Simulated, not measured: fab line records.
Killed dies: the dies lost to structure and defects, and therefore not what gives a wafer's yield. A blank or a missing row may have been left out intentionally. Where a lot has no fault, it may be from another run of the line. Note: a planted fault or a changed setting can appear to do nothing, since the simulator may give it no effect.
fab line records | flow gf180mcu
[record] lots = 24 wafers = 72 lastDay = 34
route steps=602 shown CONTACT@310 M1@315 M2@379 V4@491 MIM@511
lots untouched by any fault: they come from a run of this same line in which no faults occurred
startH: hours from the record's opening day to when the first of the lot's shown wafers began | waitH: hours from the lot's prior step to this one | " unchanged from the row above | L1.1+2: a row that stands for several wafers | - no value present, or no start provided | * or withheld: withheld | < > ~ a bound
route shown NAME@n: NAME is a module with steps in the file, n the number in the route of the first one | usual: the fault-free wafers' mean and standard deviation | same: alike in all rows | chamber/n: place in a boat | sites: readings site by site | _std_site: standard deviation of those values | _edge_site: the outer-site mean with the inner-site mean subtracted | radiusMm: how far each site lies from the wafer's centre | mask NAME#n: copy n | behind: tool/chamber where the wafer was last shaped | hold: cause of the lot's hold/its duration in hours/its outcome | device: names the non-switching transistor (n, p or np) | end of line: tests of these same wafers at the route's end | a step with no rows: only its recipe | killed: at the first sort, the dies lost to defects and structure; wafer yield is something else | map: dies across one wafer; x = killed, . = not, _ = none there
set.NAME: the run value of the setting; set.NAME@STEP: its run value at that earlier step | model.NAME: the simulator's own value behind a step, which no gauge read
one table for each step of the route and one row for each wafer, over a sample of lots
services: the hour from which a tool's chamber was out of use, counted from the record's first day as startH (under 0 if before that day), plus the number of hours and why
[[steps]]
[step GF_CONTACT_SPUTTER_23]
[recipe] material = TiN targetThkNm = 10 chamberPressurePa = 5 powerW = 4000 timeS = 40
[usual] throttleValvePct = 30.1/0.65
[same] timeS = 40
// columns lot.wafer tool chamber startH waitH throttleValvePct
L074.3 pvdSputter-04 - 362.05 0.0 30.3
L074.5 " - " " 30.7
L074.6 " - " " 30.0
L075.1 pvdSputter-02 - 375.52 0.0 29.9
L075.3 " - " " 30.8
L075.4 " - " " 30.0
L076.2 pvdSputter-02 - 379.98 0.0 30.5
L076.3 " - " " 29.8
L076.6 " - " " 30.1
L077.2 pvdSputter-01 - 391.51 0.0 30.1
L077.3 " - " " 28.8
L077.5 " - " " 29.0
L078.4 pvdSputter-02 - 407.28 0.0 30.9
L078.5 " - " " 30.0
L078.6 " - " " 30.2
L079.1 pvdSputter-02 - 410.06 0.0 30.0
L079.3 " - " " 29.6
L079.4 " - " " 31.0
L080.1 pvdSputter-02 - 421.88 0.0 31.0
L080.3 " - " " 30.1
L080.5 " - " " 30.1
L081.3 pvdSputter-02 - 427.04 0.0 29.9
L081.5 " - " " 30.1
L081.6 " - " " 30.2
L082.3 pvdSputter-02 - 437.32 0.0 29.6
L082.5 " - " " 29.9
L082.6 " - " " 30.4
L083.1 pvdSputter-02 - 439.98 0.0 30.8
L083.3 " - " " 30.2
L083.6 " - " " 30.3
L084.1 pvdSputter-02 - 457.73 0.0 30.0
L084.2 " - " " 30.1
L084.5 " - " " 30.0
L085.1 pvdSputter-04 - 472.93 0.0 30.2
L085.4 " - " " 30.3
L085.5 " - " " 30.3
L086.3 pvdSputter-04 - 474.20 0.0 30.1
L086.4 " - " " 30.4
L086.6 " - " " 30.1
L087.2 pvdSputter-04 - 485.18 0.0 30.2
L087.3 " - " " 30.2
L087.6 " - " " 30.2
L088.2 pvdSputter-02 - 493.82 0.0 30.2
L088.4 " - " " 31.2
L088.5 " - " " 29.9
L089.4 pvdSputter-04 - 505.03 0.0 30.8
L089.5 " - " " 30.2
L089.6 " - " " 30.9
L090.3 pvdSputter-02 - 512.94 0.0 30.0
L090.5 " - " " 29.8
L090.6 " - " " 30.2
L091.1 pvdSputter-04 - 517.38 0.0 30.1
L091.4 " - " " 30.3
L091.5 " - " " 30.0
L092.3 pvdSputter-01 - 526.52 0.0 28.8
L092.4 " - " " 30.2
L092.6 " - " " 30.5
L093.2 pvdSputter-04 - 529.31 0.0 28.6
L093.4 " - " " 30.1
L093.5 " - " " 30.7
L094.2 pvdSputter-02 - 538.39 0.0 29.9
L094.3 " - " " 30.2
L094.4 " - " " 30.2
L095.2 pvdSputter-01 - 545.27 0.0 30.2
L095.5 " - " " 30.9
L095.6 " - " " 30.3
L096.1 pvdSputter-04 - 556.05 0.0 28.4
L096.2 " - " " 30.9
L096.3 " - " " 30.2
L097.2 pvdSputter-04 - 562.81 0.0 30.2
L097.5 " - " " 30.2
L097.6 " - " " 30.0
[step GF_M1_SPUTTER_00]
[recipe] material = Ti targetThkNm = 37.5 arrivingIonEnergyEv = 80 substrateTempC = 200 chamberPressurePa = 2 powerW = 4000 timeS = 150
[usual] throttleValvePct = 29.8/0.76
[same] timeS = 150
// columns lot.wafer tool chamber startH waitH throttleValvePct
L074.3 pvdSputter-01 - 362.67 0.2 30.2
L074.5 " - " " 30.1
L074.6 " - " " 28.8
L075.1 pvdSputter-03 - 376.31 0.2 30.2
L075.3 " - " " 29.3
L075.4 " - " " 30.3
L076.2 pvdSputter-01 - 380.70 0.1 28.9
L076.3 " - " " 30.8
L076.6 " - " " 28.9
L077.2 pvdSputter-04 - 392.13 0.1 29.9
L077.3 " - " " 28.4
L077.5 " - " " 28.6
L078.4 pvdSputter-03 - 407.96 0.2 30.0
L078.5 " - " " 30.5
L078.6 " - " " 29.2
L079.1 pvdSputter-04 - 410.68 0.2 30.8
L079.3 " - " " 30.0
L079.4 " - " " 28.4
L080.1 pvdSputter-03 - 422.50 0.1 30.7
L080.3 " - " " 29.1
L080.5 " - " " 29.4
L081.3 pvdSputter-01 - 427.66 0.2 30.1
L081.5 " - " " 28.8
L081.6 " - " " 30.0
L082.3 pvdSputter-03 - 437.94 0.2 29.3
L082.5 " - " " 29.1
L082.6 " - " " 29.0
L083.1 pvdSputter-01 - 440.60 0.2 28.7
L083.3 " - " " 30.6
L083.6 " - " " 30.9
L084.1 pvdSputter-01 - 458.35 0.1 30.1
L084.2 " - " " 29.0
L084.5 " - " " 28.9
L085.1 pvdSputter-01 - 473.55 0.2 30.0
L085.4 " - " " 28.8
L085.5 " - " " 30.7
L086.3 pvdSputter-04 - 474.82 0.1 30.4
L086.4 " - " " 30.5
L086.6 " - " " 29.9
L087.2 pvdSputter-01 - 485.80 0.2 30.8
L087.3 " - " " 30.1
L087.6 " - " " 28.8
L088.2 pvdSputter-01 - 494.44 0.2 30.7
L088.4 " - " " 28.6
L088.5 " - " " 30.0
L089.4 pvdSputter-01 - 505.72 0.2 28.8
L089.5 " - " " 29.1
L089.6 " - " " 30.7
L090.3 pvdSputter-01 - 513.66 0.2 30.3
L090.5 " - " " 28.9
L090.6 " - " " 30.6
L091.1 pvdSputter-01 - 518.00 0.2 30.2
L091.4 " - " " 29.0
L091.5 " - " " 30.2
L092.3 pvdSputter-04 - 527.14 0.1 28.3
L092.4 " - " " 30.4
L092.6 " - " " 30.0
L093.2 pvdSputter-01 - 529.93 0.2 29.0
L093.4 " - " " 28.8
L093.5 " - " " 29.0
L094.2 pvdSputter-04 - 539.01 0.1 30.4
L094.3 " - " " 30.9
L094.4 " - " " 29.8
L095.2 pvdSputter-04 - 545.93 0.1 28.8
L095.5 " - " " 30.6
L095.6 " - " " 30.2
L096.1 pvdSputter-03 - 556.66 0.2 29.2
L096.2 " - " " 29.2
L096.3 " - " " 30.3
L097.2 pvdSputter-03 - 563.66 0.1 29.4
L097.5 " - " " 29.0
L097.6 " - " " 29.5
[step GF_M2_STRIP_17]
[recipe] chemistry = O2/N2 powerW = 1400 pressureMtorr = 1500 platenTempC = 250 o2FlowSccm = 3000 n2FlowSccm = 300 overashFraction = 0.5
[usual] drypumpMotorCurrentA = 5.8/0.46 heaterPowerW = 340/20 oesProductAu = 0.558/0.0058 stripTimeToEndpointS = 7.86/0.059
// columns lot.wafer tool chamber startH waitH drypumpMotorCurrentA heaterPowerW oesProductAu rfHoursCounterH stripTimeToEndpointS
L074.3 plasmaAsher-02 0 437.17 0.1 6.6 334 0.556 - 7.89
L074.5 " 0 " " 6.6 341 0.557 - 8.00
L074.6 " 1 " " 5.6 380 0.567 - 7.89
L075.1 plasmaAsher-04 1 451.84 0.1 5.4 358 0.558 34 7.83
L075.3 " 0 " " 5.7 331 0.563 - 7.87
L075.4 " 1 " " 5.4 353 0.560 - 7.82
L076.2 plasmaAsher-02 0 455.17 0.1 6.6 334 0.564 2 7.97
L076.3 " 1 " " 5.6 373 0.565 - 7.92
L076.6 " 0 " " 6.6 336 0.562 - 7.99
L077.2 plasmaAsher-03 0 468.91 0.1 5.2 319 0.550 81 7.81
L077.3 " 1 " " 6.0 308 0.560 - 7.85
L077.5 " 0 " " 5.2 332 0.562 - 7.84
L078.4 plasmaAsher-04 0 485.52 0.1 5.7 330 0.557 - 7.83
L078.5 " 1 " " 5.4 351 0.561 - 7.91
L078.6 " 0 " " 5.6 334 0.556 - 7.80
L079.1 plasmaAsher-04 1 486.96 0.1 5.4 349 0.554 38 7.75
L079.3 " 0 " " 5.7 333 0.559 - 7.78
L079.4 " 1 " " 5.4 353 0.554 - 7.78
L080.1 plasmaAsher-02 1 499.69 0.1 5.6 371 0.555 8 7.93
L080.3 " 0 " " 6.6 339 0.553 - 7.83
L080.5 " 1 " " 5.6 375 0.562 - 7.94
L081.3 plasmaAsher-04 0 503.79 0.1 5.6 332 0.553 - 7.79
L081.5 " 0 " " 5.6 338 0.559 - 7.80
L081.6 " 1 " " 5.4 342 0.566 - 7.96
L082.3 plasmaAsher-04 0 513.92 0.1 5.6 327 0.564 - 7.83
L082.5 " 1 " " 5.4 355 0.555 - 7.78
L082.6 " 0 " " 5.6 332 0.561 - 7.82
L083.1 plasmaAsher-03 1 515.86 0.1 6.0 309 0.559 87 7.80
L083.3 " 0 " " 5.2 330 0.562 - 7.79
L083.6 " 1 " " 6.0 305 0.553 - 7.78
L084.1 plasmaAsher-02 1 532.91 0.1 5.6 375 0.558 11 7.86
L084.2 " 0 " " 6.6 332 0.563 11 7.82
L084.5 " 1 " " 5.6 376 0.548 - 7.82
L085.1 plasmaAsher-03 0 547.93 0.1 5.2 323 0.560 90 7.86
L085.4 " 0 " " 5.2 328 0.552 - 7.86
L085.5 " 1 " " 6.0 315 0.554 - 7.83
L086.3 plasmaAsher-03 0 549.41 0.1 5.2 331 0.555 - 7.87
L086.4 " 1 " " 6.0 314 0.564 - 8.00
L086.6 " 1 " " 6.0 306 0.562 - 7.90
L087.2 plasmaAsher-04 0 559.36 0.1 5.7 335 0.560 46 7.90
L087.3 " 1 " " 5.4 352 0.548 - 7.76
L087.6 " 1 " " 5.4 357 0.548 - 7.82
L088.2 plasmaAsher-03 1 567.06 0.1 6.0 306 0.559 92 7.92
L088.4 " 1 " " 6.0 302 0.562 - 7.89
L088.5 " 0 " " 5.2 316 0.557 - 7.93
L089.4 plasmaAsher-02 0 577.68 0.1 6.6 331 0.562 - 7.81
L089.5 " 0 " " 6.6 336 0.551 - 7.81
L089.6 " 1 " " 5.6 365 0.558 - 7.93
L090.3 plasmaAsher-04 1 584.22 0.1 5.4 348 0.559 - 7.84
L090.5 " 1 " " 5.4 348 0.557 - 7.91
L090.6 " 0 " " 5.7 328 0.553 - 7.80
L091.1 plasmaAsher-03 0 588.84 0.1 5.2 325 0.566 94 7.92
L091.4 " 0 " " 5.2 325 0.569 - 7.94
L091.5 " 1 " " 6.0 312 0.562 - 7.94
L092.3 plasmaAsher-04 1 596.64 0.1 5.4 353 0.559 - 7.88
L092.4 " 0 " " 5.7 327 0.564 - 7.87
L092.6 " 0 " " 5.7 336 0.558 - 7.87
L093.2 plasmaAsher-02 0 599.55 0.1 6.6 340 0.559 18 7.84
L093.4 " 0 " " 6.6 343 0.555 - 7.81
L093.5 " 0 " " 6.6 343 0.556 - 7.82
L094.2 plasmaAsher-02 1 608.91 0.1 5.6 370 0.550 19 7.79
L094.3 " 1 " " 5.6 378 0.553 - 7.85
L094.4 " 0 " " 6.6 337 0.558 - 7.81
L095.2 plasmaAsher-04 1 614.27 0.1 5.4 352 0.555 52 7.81
L095.5 " 1 " " 5.4 344 0.560 - 7.82
L095.6 " 0 " " 5.7 331 0.553 - 7.80
L096.1 plasmaAsher-02 1 623.76 0.1 5.6 371 0.558 20 7.93
L096.2 " 0 " " 6.6 333 0.554 20 7.82
L096.3 " 1 " " 5.6 378 0.553 - 7.85
L097.2 plasmaAsher-02 0 632.19 0.1 6.6 337 0.562 21 7.89
L097.5 " 1 " " 5.6 368 0.552 - 7.89
L097.6 " 0 " " 6.6 338 0.565 - 7.89
[step GF_V4_OVL_MEAS_15]
[usual] V4_OVL = 0/4.7
// columns lot.wafer tool chamber startH waitH V4_OVL[nm]
L074.3 overlay-02 - 563.07 0.1 -5
L074.5 " - " " -10
L074.6 " - " " -3
L075.1 overlay-01 - 574.86 0.1 6
L075.3 " - " " 4
L075.4 " - " " -1
L076.2 overlay-01 - 579.51 0.1 0
L076.3 " - " " 3
L076.6 " - " " 4
L077.2 overlay-01 - 591.21 0.1 -2
L077.3 " - " " 12
L077.5 " - " " 3
L078.4 overlay-01 - 605.19 0.1 -2
L078.5 " - " " -1
L078.6 " - " " -1
L079.1 overlay-01 - 607.37 0.1 -4
L079.3 " - " " 5
L079.4 " - " " 5
L080.1 overlay-02 - 617.87 0.1 -5
L080.3 " - " " -2
L080.5 " - " " 4
L081.3 overlay-01 - 620.97 0.1 1
L081.5 " - " " -2
L081.6 " - " " 3
L082.3 overlay-02 - 629.53 0.1 -1
L082.5 " - " " 0
L082.6 " - " " 2
L083.1 overlay-01 - 631.82 0.1 3
L083.3 " - " " 0
L083.6 " - " " 8
L084.1 overlay-01 - 647.76 0.1 -1
L084.2 " - " " -2
L084.5 " - " " 0
L085.1 overlay-02 - 659.17 0.1 13
L085.4 " - " " 4
L085.5 " - " " 9
L086.3 overlay-01 - 662.01 0.1 -7
L086.4 " - " " -6
L086.6 " - " " -2
L087.2 overlay-01 - 670.57 0.1 5
L087.3 " - " " 11
L087.6 " - " " 4
L088.2 overlay-01 - 677.46 0.1 3
L088.4 " - " " 5
L088.5 " - " " -3
L089.4 overlay-01 - 685.52 0.1 0
L089.5 " - " " -2
L089.6 " - " " -5
L090.3 overlay-02 - 692.31 0.1 -4
L090.5 " - " " -6
L090.6 " - " " -5
L091.1 overlay-01 - 695.51 0.1 -7
L091.4 " - " " -5
L091.5 " - " " -7
L092.3 overlay-02 - 701.66 0.1 -5
L092.4 " - " " 0
L092.6 " - " " -7
L093.2 overlay-02 - 705.41 0.1 -6
L093.4 " - " " -7
L093.5 " - " " -6
L094.2 overlay-01 - 714.83 0.1 0
L094.3 " - " " -1
L094.4 " - " " -4
L095.2 overlay-02 - 718.55 0.1 -4
L095.5 " - " " 1
L095.6 " - " " 7
L096.1 overlay-01 - 726.65 0.1 -3
L096.2 " - " " -1
L096.3 " - " " -8
L097.2 overlay-01 - 733.18 0.1 5
L097.5 " - " " 1
L097.6 " - " " -8
[step GF_V4_CMP_26]
[recipe] stopOn = SiO2 downForcePsi = 3.5 platenRpm = 60 tOverpolishS = 15 targetThkNm = 0 padVelocityMS = 0.94248
[usual] headPressurePsi = 3.500/0.0079 motorCurrentA = 10.9/1.3 overpolishRunS = 14.999/0.009 retainingRingPressureFrac = 1.000/0.005 timeToEndpointS = 86/4.3
// columns lot.wafer tool chamber startH waitH headPressurePsi motorCurrentA overpolishRunS retainingRingPressureFrac timeToEndpointS
L074.3 cmp-02 2 564.30 0.2 3.491 12.7 14.996 1.006 89
L074.6 " 3 " " 3.503 10.7 14.998 0.998 87
L074.5 " 0 " " 3.501 10.6 14.988 1.007 83
L075.1 cmp-01 1 575.95 0.1 3.493 10.4 15.002 0.999 98
L075.4 " 2 " " 3.514 10.7 15.009 1.008 87
L075.3 " 0 " " 3.494 13.0 14.987 1.000 92
L076.3 cmp-02 1 580.69 0.1 3.494 9.8 15.005 1.005 89
L076.2 " 2 " " 3.494 13.3 14.999 1.004 89
L076.6 " 0 " " 3.493 10.0 15.005 0.995 87
L077.3 cmp-01 2 592.29 0.0 3.499 10.0 15.005 0.986 84
L077.2 " 0 " " 3.497 12.6 15.018 1.003 84
L077.5 " 2 " " 3.494 10.1 14.996 0.999 85
L078.4 cmp-02 0 606.26 0.0 3.489 10.4 14.992 0.993 85
L078.5 " 0 " " 3.491 10.3 15.022 1.004 86
L078.6 " 1 " " 3.498 10.7 14.990 0.995 90
L079.4 cmp-02 1 608.47 0.0 3.497 10.7 14.997 1.005 88
L079.3 " 3 " " 3.501 10.4 14.994 1.004 85
L079.1 " 0 " " 3.500 10.9 15.012 1.000 81
L080.3 cmp-01 0 619.02 0.1 3.506 13.0 14.995 1.003 84
L080.1 " 2 " " 3.492 10.5 15.009 0.989 82
L080.5 " 0 " " 3.512 12.8 15.016 1.002 85
L081.3 cmp-02 0 622.05 0.0 3.505 10.6 15.007 1.002 80
L081.6 " 0 " " 3.499 10.8 14.991 1.009 77
L081.5 " 1 " " 3.501 10.3 14.993 0.998 84
L082.3 cmp-02 2 630.74 0.1 3.498 13.0 14.998 1.002 86
L082.5 " 0 " " 3.490 11.0 15.004 0.996 81
L082.6 " 1 " " 3.499 10.9 14.998 0.997 84
L083.1 cmp-01 3 633.02 0.1 3.505 9.2 14.991 1.005 79
L083.3 " 1 " " 3.512 9.8 15.003 0.995 91
L083.6 " 0 " " 3.499 12.8 15.005 0.999 83
L084.2 cmp-02 0 648.96 0.1 3.508 10.6 14.989 0.999 79
L084.1 " 1 " " 3.497 10.0 14.989 0.993 87
L084.5 " 3 " " 3.515 11.0 15.017 0.999 84
L085.4 cmp-02 3 660.32 0.1 3.498 10.4 14.992 1.006 81
L085.1 " 0 " " 3.487 10.9 15.007 0.991 80
L085.5 " 2 " " 3.495 13.1 14.996 0.998 84
L086.3 cmp-01 1 663.12 0.0 3.510 9.9 15.012 1.000 90
L086.4 " 2 " " 3.490 10.5 15.002 1.004 83
L086.6 " 2 " " 3.520 10.5 14.998 0.996 83
L087.2 cmp-01 2 671.89 0.1 3.496 10.9 14.997 1.006 84
L087.3 " 3 " " 3.500 9.4 14.986 1.001 81
L087.6 " 1 " " 3.487 9.3 15.005 0.998 92
L088.2 cmp-02 3 678.70 0.1 3.496 10.6 14.996 1.011 81
L088.4 " 1 " " 3.499 9.9 14.982 1.000 87
L088.5 " 2 " " 3.500 13.0 14.985 1.001 87
L089.4 cmp-01 1 686.59 0.0 3.496 9.8 14.987 1.002 94
L089.6 " 1 " " 3.503 10.4 15.007 1.002 96
L089.5 " 2 " " 3.493 10.1 14.994 1.000 83
L090.3 cmp-01 1 693.54 0.2 3.516 10.1 15.005 1.001 100
L090.6 " 2 " " 3.520 10.8 14.997 0.998 88
L090.5 " 3 " " 3.497 9.6 15.000 1.001 87
L091.4 cmp-02 0 696.63 0.0 3.515 10.2 14.994 1.006 86
L091.1 " 3 " " 3.510 10.9 14.993 1.002 84
L091.5 " 1 " " 3.496 10.2 15.003 0.997 87
L092.3 cmp-01 3 702.78 0.0 3.503 9.2 15.001 0.993 85
L092.4 " 2 " " 3.501 10.0 14.988 0.998 82
L092.6 " 3 " " 3.510 9.3 15.006 1.002 81
L093.2 cmp-01 1 706.56 0.0 3.503 9.7 15.000 0.997 97
L093.4 " 0 " " 3.500 12.3 14.990 1.000 88
L093.5 " 2 " " 3.510 10.1 14.988 0.993 87
L094.3 cmp-02 1 716.03 0.1 3.492 10.5 15.003 0.998 88
L094.4 " 2 " " 3.507 13.6 15.005 0.999 90
L094.2 " 3 " " 3.495 10.9 14.999 1.001 85
L095.2 cmp-01 2 719.64 0.0 3.508 10.1 14.998 1.000 88
L095.6 " 2 " " 3.507 10.6 14.998 0.999 84
L095.5 " 3 " " 3.501 8.7 14.991 1.001 83
L096.2 cmp-02 2 727.75 0.0 3.501 13.1 14.996 0.998 89
L096.3 " 3 " " 3.509 10.6 14.991 0.996 86
L096.1 " 1 " " 3.494 10.6 14.993 1.010 82
L097.2 cmp-02 3 734.45 0.2 3.486 10.4 15.019 1.001 91
L097.6 " 3 " " 3.505 10.7 14.987 1.006 88
L097.5 " 0 " " 3.500 10.6 15.000 0.993 87
[step GF_MIM_SPUTTER_08]
[recipe] material = AlCu targetThkNm = 200 powerW = 10600 timeS = 10.6 chamberPressurePa = 0.4
[usual] throttleValvePct = 29.8/0.74
[same] timeS = 10.6
// columns lot.wafer tool chamber startH waitH throttleValvePct
L074.3 pvdSputter-01 - 564.81 0.0 28.8
L074.5 " - " " 28.8
L074.6 " - " " 28.8
L075.1 pvdSputter-03 - 576.61 0.0 30.4
L075.3 " - " " 29.2
L075.4 " - " " 29.5
L076.2 pvdSputter-01 - 581.25 0.0 28.8
L076.3 " - " " 29.3
L076.6 " - " " 30.9
L077.2 pvdSputter-03 - 592.95 0.0 30.3
L077.3 " - " " 29.4
L077.5 " - " " 30.1
L078.4 pvdSputter-01 - 606.92 0.0 28.6
L078.5 " - " " 30.4
L078.6 " - " " 28.7
L079.1 pvdSputter-03 - 609.17 0.0 29.3
L079.3 " - " " 30.5
L079.4 " - " " 30.8
L080.1 pvdSputter-04 - 619.85 0.0 29.8
L080.3 " - " " 30.8
L080.5 " - " " 30.2
L081.3 pvdSputter-04 - 622.71 0.0 30.1
L081.5 " - " " 30.2
L081.6 " - " " 30.2
L082.3 pvdSputter-04 - 631.30 0.0 28.6
L082.5 " - " " 30.8
L082.6 " - " " 28.7
L083.1 pvdSputter-04 - 633.69 0.0 30.8
L083.3 " - " " 29.8
L083.6 " - " " 28.6
L084.1 pvdSputter-01 - 649.52 0.0 30.8
L084.2 " - " " 29.0
L084.5 " - " " 28.8
L085.1 pvdSputter-04 - 660.93 0.0 28.7
L085.4 " - " " 30.7
L085.5 " - " " 30.9
L086.3 pvdSputter-01 - 663.78 0.0 28.9
L086.4 " - " " 28.8
L086.6 " - " " 30.8
L087.2 pvdSputter-03 - 672.45 0.0 30.3
L087.3 " - " " 30.5
L087.6 " - " " 30.1
L088.2 pvdSputter-03 - 679.31 0.0 30.6
L088.4 " - " " 30.4
L088.5 " - " " 30.3
L089.4 pvdSputter-03 - 687.25 0.0 29.4
L089.5 " - " " 30.4
L089.6 " - " " 30.1
L090.3 pvdSputter-03 - 694.05 0.0 29.0
L090.5 " - " " 29.2
L090.6 " - " " 29.4
L091.1 pvdSputter-03 - 697.29 0.0 29.1
L091.4 " - " " 30.1
L091.5 " - " " 30.2
L092.3 pvdSputter-04 - 703.44 0.0 30.2
L092.4 " - " " 28.6
L092.6 " - " " 30.2
L093.2 pvdSputter-03 - 707.22 0.0 30.3
L093.4 " - " " 30.5
L093.5 " - " " 30.6
L094.2 pvdSputter-03 - 716.64 0.0 30.3
L094.3 " - " " 30.5
L094.4 " - " " 29.4
L095.2 pvdSputter-03 - 720.30 0.0 29.4
L095.5 " - " " 30.3
L095.6 " - " " 29.2
L096.1 pvdSputter-01 - 728.41 0.0 28.7
L096.2 " - " " 30.2
L096.3 " - " " 28.9
L097.2 pvdSputter-01 - 735.11 0.0 28.8
L097.5 " - " " 30.9
L097.6 " - " " 28.8
[[services]]
// columns tool chamber startH hours kind
cmp-02 - 364.76 6.7 pm
pvdSputter-04 - 372.11 2.6 repair
cmp-01 - 373.44 4.2 pm
cmp-02 - 382.59 0.2 repair
cmp-01 - 404.00 4.0 pm
cmp-02 - 416.11 1.9 repair
cmp-01 - 463.07 6.1 pm
pvdSputter-03 - 467.82 54.3 repair
cmp-02 - 477.30 1.6 repair
pvdSputter-03 - 482.85 2.1 repair
cmp-02 - 493.78 18.3 pm
cmp-02 - 514.74 4.8 pm
cmp-01 - 518.64 5.8 repair
cmp-02 - 520.85 0.9 repair
pvdSputter-02 - 538.57 1.9 repair
cmp-02 - 560.05 0.8 repair
cmp-01 - 561.73 10.1 repair
cmp-01 - 566.52 0.3 repair
cmp-02 - 572.27 4.0 pm
pvdSputter-02 - 583.33 1.9 repair
pvdSputter-02 - 585.48 5.7 repair
cmp-02 - 624.34 3.9 repair
pvdSputter-02 - 639.49 3.2 repair
pvdSputter-03 - 711.67 0.9 repair
[[key]]
fault none
